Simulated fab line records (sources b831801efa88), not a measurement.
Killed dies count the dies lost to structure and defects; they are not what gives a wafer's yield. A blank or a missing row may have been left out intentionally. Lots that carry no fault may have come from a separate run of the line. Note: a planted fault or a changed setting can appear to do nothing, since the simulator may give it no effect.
fab line records ; flow sky130
[record] lots = 12; wafers = 36; lastDay = 51
route steps=708 shown FIELD_ISO@16 NWELL@68 VT_ADJUST_LVTN@107 VT_ADJUST_NCORE@128
lots with no fault: from the same line, run without faults
startH: hours from the record's first day to the start of the lot's first wafer shown ; waitH: hours since the lot's step before ; " as in the row above ; L1.1+2: several wafers, shown together as one row ; - no value, or no start given ; * or withheld: withheld ; < > ~ a bound
route shown NAME@n: a module of which the file shows steps, and the number in the route of the first ; usual: mean and standard deviation over wafers with no fault ; same: alike in all rows ; chamber/n: place in a boat ; sites: readings site by site ; _std_site: the standard deviation of these ; _edge_site: inner sites' mean taken away from outer sites' mean ; radiusMm: for every site, how far away it sits from the centre of the wafer ; mask NAME#n: copy n ; behind: the last tool/chamber to shape the wafer ; hold: cause of the lot's hold/its duration in hours/its outcome ; device: transistor that didn't switch, given as n, p or np ; end of line: the same wafers' tests at the end of the route ; where a step has no rows: the recipe by itself ; killed: the dies lost at the first sort to structure and to defects; this is not the yield of the wafer ; map: the dies of a wafer, with x for killed, . for not killed, _ for no die there
set.NAME: the setting the step ran with; set.NAME@STEP: the setting that earlier step ran with ; model.NAME: the simulator's own value behind a step, which no gauge read
a sample of lots followed through the steps of the route, with each step as a table and each wafer as a row
services: the hour from which a tool's chamber was out of use, counted from the record's first day as startH (under 0 if before that day), plus the number of hours and why
[[steps]]
[step SKY_FIELD_ISO_ETCH_15]
[recipe] chemistry = CHF3/O2; targetDepthNm = 180; stopOn = Si; sourceW = 600; biasW = 200; pressureMtorr = 40; chf3FlowSccm = 50; O2_flow_sccm = 5; timeS = 72
[usual] drypumpMotorCurrentA = 5.6/0.46; oesProductAu = 0.946/0.0063; throttleValvePct = 8.843/0.0091
lot.wafer;tool;chamber;startH;waitH;drypumpMotorCurrentA;oesProductAu;rfHoursCounterH;throttleValvePct
L466.1;rieDiel-03;2;29.44;0.0;5.9;0.938;5;8.848
L466.2;rieDiel-03;0;29.44;0.0;5.3;0.936;66;8.849
L466.4;rieDiel-03;3;29.44;0.0;6.2;0.944;138;8.829
L468.1;rieDiel-02;0;38.64;0.0;5.2;0.952;123;8.849
L468.2;rieDiel-02;2;38.64;0.0;6.2;0.946;14;8.841
L468.4;rieDiel-02;0;38.64;0.0;5.2;0.945;-;8.847
L469.3;rieDiel-03;3;44.39;0.0;6.2;0.956;138;8.842
L469.4;rieDiel-03;0;44.39;0.0;5.2;0.944;66;8.848
L469.5;rieDiel-03;3;44.39;0.0;6.2;0.963;-;8.846
L474.2;rieDiel-02;1;69.84;0.0;6.1;0.951;0;8.845
L474.3;rieDiel-02;0;69.84;0.0;5.1;0.948;124;8.851
L474.6;rieDiel-02;1;69.84;0.0;6.1;0.951;-;8.846
L475.2;rieDiel-03;2;80.74;0.0;5.9;0.951;6;8.840
L475.3;rieDiel-03;3;80.74;0.0;6.2;0.950;139;8.847
L475.4;rieDiel-03;0;80.74;0.0;5.3;0.946;67;8.842
L476.3;rieDiel-02;0;89.08;0.0;5.2;0.948;124;8.847
L476.4;rieDiel-02;3;89.08;0.0;5.0;0.940;92;8.841
L476.6;rieDiel-02;3;89.08;0.0;5.0;0.949;-;8.853
L477.1;rieDiel-01;3;89.25;0.0;5.1;0.942;121;8.850
L477.2;rieDiel-01;0;89.25;0.0;5.5;0.949;137;8.837
L477.5;rieDiel-01;0;89.25;0.0;5.5;0.935;-;8.843
L484.1;rieDiel-02;0;122.68;0.0;5.2;0.950;125;8.848
L484.2;rieDiel-02;3;122.68;0.0;5.0;0.949;93;8.839
L484.6;rieDiel-02;1;122.68;0.0;6.1;0.948;-;8.848
L485.1;rieDiel-02;2;134.05;0.0;6.1;0.942;16;8.849
L485.2;rieDiel-02;0;134.05;0.0;5.2;0.946;125;8.853
L485.3;rieDiel-02;3;134.05;0.0;5.0;0.941;93;8.836
L487.4;rieDiel-02;3;144.79;0.0;5.0;0.948;93;8.831
L487.5;rieDiel-02;1;144.79;0.0;6.1;0.946;-;8.852
L487.6;rieDiel-02;0;144.79;0.0;5.2;0.955;-;8.846
L488.1;rieDiel-01;3;144.95;0.0;5.1;0.944;122;8.856
L488.2;rieDiel-01;2;144.95;0.0;6.1;0.949;17;8.849
L488.5;rieDiel-01;0;144.95;0.0;5.5;0.951;-;8.844
L489.2;rieDiel-03;2;150.50;0.0;5.9;0.952;7;8.846
L489.4;rieDiel-03;1;150.50;0.0;5.9;0.953;60;8.844
L489.5;rieDiel-03;1;150.50;0.0;5.9;0.952;-;8.847
[step SKY_NWELL_TW_MEAS_15]
[usual] NWELL_TW = 1820/15
lot.wafer;tool;chamber;startH;waitH;NWELL_TW
L466.1;filmMetro-02;-;85.41;0.1;1789
L466.2;filmMetro-02;-;85.41;0.1;1801
L466.4;filmMetro-02;-;85.41;0.1;1791
L468.1;filmMetro-04;-;105.39;0.1;1827
L468.2;filmMetro-04;-;105.39;0.1;1826
L468.4;filmMetro-04;-;105.39;0.1;1821
L469.3;filmMetro-02;-;114.63;0.1;1809
L469.4;filmMetro-02;-;114.63;0.1;1821
L469.5;filmMetro-02;-;114.63;0.1;1815
L474.2;filmMetro-03;-;133.47;0.1;1819
L474.3;filmMetro-03;-;133.47;0.1;1826
L474.6;filmMetro-03;-;133.47;0.1;1828
L475.2;filmMetro-04;-;143.25;0.1;1817
L475.3;filmMetro-04;-;143.25;0.1;1818
L475.4;filmMetro-04;-;143.25;0.1;1822
L476.3;filmMetro-03;-;149.63;0.1;1838
L476.4;filmMetro-03;-;149.63;0.1;1845
L476.6;filmMetro-03;-;149.63;0.1;1846
L477.1;filmMetro-02;-;149.96;0.1;1806
L477.2;filmMetro-02;-;149.96;0.1;1790
L477.5;filmMetro-02;-;149.96;0.1;1807
L484.1;filmMetro-02;-;205.56;0.1;1814
L484.2;filmMetro-02;-;205.56;0.1;1801
L484.6;filmMetro-02;-;205.56;0.1;1796
L485.1;filmMetro-04;-;215.61;0.1;1822
L485.2;filmMetro-04;-;215.61;0.1;1829
L485.3;filmMetro-04;-;215.61;0.1;1838
L487.4;filmMetro-02;-;220.62;0.1;1808
L487.5;filmMetro-02;-;220.62;0.1;1793
L487.6;filmMetro-02;-;220.62;0.1;1796
L488.1;filmMetro-02;-;222.19;0.1;1795
L488.2;filmMetro-02;-;222.19;0.1;1808
L488.5;filmMetro-02;-;222.19;0.1;1796
L489.2;filmMetro-03;-;226.20;0.1;1828
L489.4;filmMetro-03;-;226.20;0.1;1841
L489.5;filmMetro-03;-;226.20;0.1;1835
[step SKY_VT_ADJUST_LVTN_TW_MEAS_10]
[usual] VT_ADJUST_LVTN_TW = 241.8/1.6
lot.wafer;tool;chamber;startH;waitH;VT_ADJUST_LVTN_TW
L466.1;filmMetro-01;-;139.49;0.1;241.2
L466.2;filmMetro-01;-;139.49;0.1;238.8
L466.4;filmMetro-01;-;139.49;0.1;239.8
L468.1;filmMetro-01;-;160.39;0.1;241.0
L468.2;filmMetro-01;-;160.39;0.1;239.9
L468.4;filmMetro-01;-;160.39;0.1;240.5
L469.3;filmMetro-01;-;170.26;0.1;239.8
L469.4;filmMetro-01;-;170.26;0.1;239.8
L469.5;filmMetro-01;-;170.26;0.1;240.2
L474.2;filmMetro-04;-;193.05;0.1;242.5
L474.3;filmMetro-04;-;193.05;0.1;243.7
L474.6;filmMetro-04;-;193.05;0.1;244.0
L475.2;filmMetro-01;-;205.65;0.1;242.9
L475.3;filmMetro-01;-;205.65;0.1;241.7
L475.4;filmMetro-01;-;205.65;0.1;242.9
L476.3;filmMetro-03;-;213.33;0.1;242.6
L476.4;filmMetro-03;-;213.33;0.1;243.2
L476.6;filmMetro-03;-;213.33;0.1;244.1
L477.1;filmMetro-04;-;213.37;0.1;242.5
L477.2;filmMetro-04;-;213.37;0.1;242.4
L477.5;filmMetro-04;-;213.37;0.1;243.4
L484.1;filmMetro-03;-;276.46;0.1;243.6
L484.2;filmMetro-03;-;276.46;0.1;241.7
L484.6;filmMetro-03;-;276.46;0.1;242.7
L485.1;filmMetro-04;-;287.57;0.1;240.0
L485.2;filmMetro-04;-;287.57;0.1;239.8
L485.3;filmMetro-04;-;287.57;0.1;240.9
L487.4;filmMetro-04;-;292.19;0.1;243.4
L487.5;filmMetro-04;-;292.19;0.1;242.9
L487.6;filmMetro-04;-;292.19;0.1;244.6
L488.1;filmMetro-01;-;295.54;0.1;241.7
L488.2;filmMetro-01;-;295.54;0.1;240.0
L488.5;filmMetro-01;-;295.54;0.1;242.3
L489.2;filmMetro-04;-;300.15;0.1;243.0
L489.4;filmMetro-04;-;300.15;0.1;242.6
L489.5;filmMetro-04;-;300.15;0.1;243.0
[step SKY_VT_ADJUST_NCORE_IMPLANT_09]
[recipe] species = B; energyKev = 10; doseCm2 = 2.4e+12; tiltDeg = withheld
[usual] beamEnergyKeV = 10.000/0.0028; beamOnS = 9.98/0.21
lot.wafer;tool;chamber;startH;waitH;beamEnergyKeV;beamOnS
L466.1;implanter-02;0;179.63;0.0;10.000;9.86
L466.2;implanter-02;0;179.63;0.0;10.003;9.76
L466.4;implanter-02;0;179.63;0.0;10.002;10.20
L468.1;implanter-04;0;202.83;0.0;10.002;10.02
L468.2;implanter-04;0;202.83;0.0;9.9997;10.03
L468.4;implanter-04;0;202.83;0.0;10.001;9.80
L469.3;implanter-03;0;213.48;0.1;9.9947;9.71
L469.4;implanter-03;0;213.48;0.1;9.9978;9.92
L469.5;implanter-03;0;213.48;0.1;10.000;10.23
L474.2;implanter-03;0;237.77;0.0;9.9948;9.64
L474.3;implanter-03;0;237.77;0.0;9.9980;10.55
L474.6;implanter-03;0;237.77;0.0;10.001;10.12
L475.2;implanter-03;0;250.71;0.0;9.9938;10.17
L475.3;implanter-03;0;250.71;0.0;9.9948;9.79
L475.4;implanter-03;0;250.71;0.0;9.9974;9.85
L476.3;implanter-03;0;259.43;0.1;10.000;9.76
L476.4;implanter-03;0;259.43;0.1;9.9995;10.13
L476.6;implanter-03;0;259.43;0.1;10.001;9.98
L477.1;implanter-02;0;259.84;0.0;9.9999;9.89
L477.2;implanter-02;0;259.84;0.0;9.9969;10.07
L477.5;implanter-02;0;259.84;0.0;9.9973;10.12
L484.1;implanter-03;0;328.04;0.0;7.6428;10.09
L484.2;implanter-03;0;328.04;0.0;7.6447;10.14
L484.6;implanter-03;0;328.04;0.0;7.6440;9.71
L485.1;implanter-03;0;341.21;0.0;7.6505;9.86
L485.2;implanter-03;0;341.21;0.0;7.6444;9.51
L485.3;implanter-03;0;341.21;0.0;7.6475;9.94
L487.4;implanter-04;0;343.88;0.1;9.9989;10.28
L487.5;implanter-04;0;343.88;0.1;10.001;10.24
L487.6;implanter-04;0;343.88;0.1;9.9978;9.67
L488.1;implanter-04;0;349.13;0.0;9.9966;10.27
L488.2;implanter-04;0;349.13;0.0;10.001;9.84
L488.5;implanter-04;0;349.13;0.0;9.9969;9.99
L489.2;implanter-04;0;354.58;0.0;9.9988;10.05
L489.4;implanter-04;0;354.58;0.0;10.003;9.86
L489.5;implanter-04;0;354.58;0.0;9.9994;10.00
[step SKY_VT_ADJUST_NCORE_TW_MEAS_11]
[usual] VT_ADJUST_NCORE_TW = 218.8/1.5
lot.wafer;tool;chamber;startH;waitH;VT_ADJUST_NCORE_TW
L466.1;filmMetro-01;-;179.88;0.1;217.7
L466.2;filmMetro-01;-;179.88;0.1;218.4
L466.4;filmMetro-01;-;179.88;0.1;218.9
L468.1;filmMetro-01;-;203.08;0.1;219.5
L468.2;filmMetro-01;-;203.08;0.1;219.1
L468.4;filmMetro-01;-;203.08;0.1;219.3
L469.3;filmMetro-01;-;213.70;0.1;220.5
L469.4;filmMetro-01;-;213.70;0.1;220.9
L469.5;filmMetro-01;-;213.70;0.1;219.5
L474.2;filmMetro-03;-;238.00;0.1;220.7
L474.3;filmMetro-03;-;238.00;0.1;221.9
L474.6;filmMetro-03;-;238.00;0.1;220.3
L475.2;filmMetro-01;-;250.94;0.1;216.7
L475.3;filmMetro-01;-;250.94;0.1;216.0
L475.4;filmMetro-01;-;250.94;0.1;218.4
L476.3;filmMetro-02;-;259.65;0.1;218.1
L476.4;filmMetro-02;-;259.65;0.1;218.8
L476.6;filmMetro-02;-;259.65;0.1;217.5
L477.1;filmMetro-02;-;260.09;0.1;217.3
L477.2;filmMetro-02;-;260.09;0.1;217.2
L477.5;filmMetro-02;-;260.09;0.1;215.9
L484.1;filmMetro-01;-;328.29;0.1;205.8
L484.2;filmMetro-01;-;328.29;0.1;205.2
L484.6;filmMetro-01;-;328.29;0.1;206.0
L485.1;filmMetro-01;-;341.46;0.1;204.3
L485.2;filmMetro-01;-;341.46;0.1;204.8
L485.3;filmMetro-01;-;341.46;0.1;204.2
L487.4;filmMetro-03;-;344.09;0.1;220.6
L487.5;filmMetro-03;-;344.09;0.1;220.8
L487.6;filmMetro-03;-;344.09;0.1;220.9
L488.1;filmMetro-03;-;349.38;0.1;220.7
L488.2;filmMetro-03;-;349.38;0.1;220.7
L488.5;filmMetro-03;-;349.38;0.1;220.7
L489.2;filmMetro-03;-;354.82;0.1;220.6
L489.4;filmMetro-03;-;354.82;0.1;220.2
L489.5;filmMetro-03;-;354.82;0.1;220.6
[[services]]
tool;chamber;startH;hours;kind
rieDiel-03;1;46.05;6.2;repair
rieDiel-02;1;56.19;2.6;repair
rieDiel-02;0;98.09;6.3;repair
implanter-03;-;123.27;5.1;repair
implanter-03;-;141.47;2.1;repair
rieDiel-02;-;146.40;0.5;repair
implanter-04;-;174.49;5.6;pm
implanter-04;-;182.99;5.7;repair
implanter-04;-;185.94;1.0;repair
implanter-04;-;190.07;1.7;repair
implanter-04;-;208.75;2.8;repair
implanter-04;-;215.03;2.5;repair
rieDiel-02;-;222.77;1.6;repair
implanter-04;-;228.86;5.2;repair
rieDiel-02;1;229.67;6.9;repair
implanter-04;-;233.69;3.2;repair
implanter-03;-;257.49;1.1;repair
rieDiel-03;2;260.62;3.9;repair
implanter-03;-;260.82;3.6;repair
rieDiel-03;2;280.03;6.3;repair
rieDiel-03;3;298.02;3.2;repair
implanter-03;-;330.43;5.0;pm
implanter-03;-;349.19;4.9;pm
rieDiel-02;0;349.65;7.9;repair
[[key]]
[firstSign] step = SKY_VT_ADJUST_NCORE_IMPLANT_09; reading = beamEnergyKeV; direction = down; sigmas = 99+; usual = *; struck = *
[effect] step = SKY_VT_ADJUST_NCORE_TW_MEAS_11; reading = VT_ADJUST_NCORE_TW; direction = down; sigmas = 9; usual = 218.8; struck = 205.0
metAt SKY_VT_ADJUST_NCORE_IMPLANT_09
struckLots L484,L485
testerLeftOut L484,L485
notActingAt SKY_FIELD_ISO_ETCH_15,SKY_NWELL_TW_MEAS_15,SKY_VT_ADJUST_LVTN_TW_MEAS_10
onsetBetween 259.43 328.04
[fault] kind = processParameterDrift; tool = implanter-03; chamber = -; onsetH = 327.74; steps = SKY_VT_ADJUST_NCORE_IMPLANT_09; channel = energyKev; offset = *; shape = step; endH = 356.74; actsIn = *; stated = *
// testerLeftOut: of these lots the tester's yield and bins aren't shown, on N5 and GAA mostly nor the transistor test; their killed dies are dies lost to structure and defects alone, not to doping, threshold or leakage, so they don't give the yield
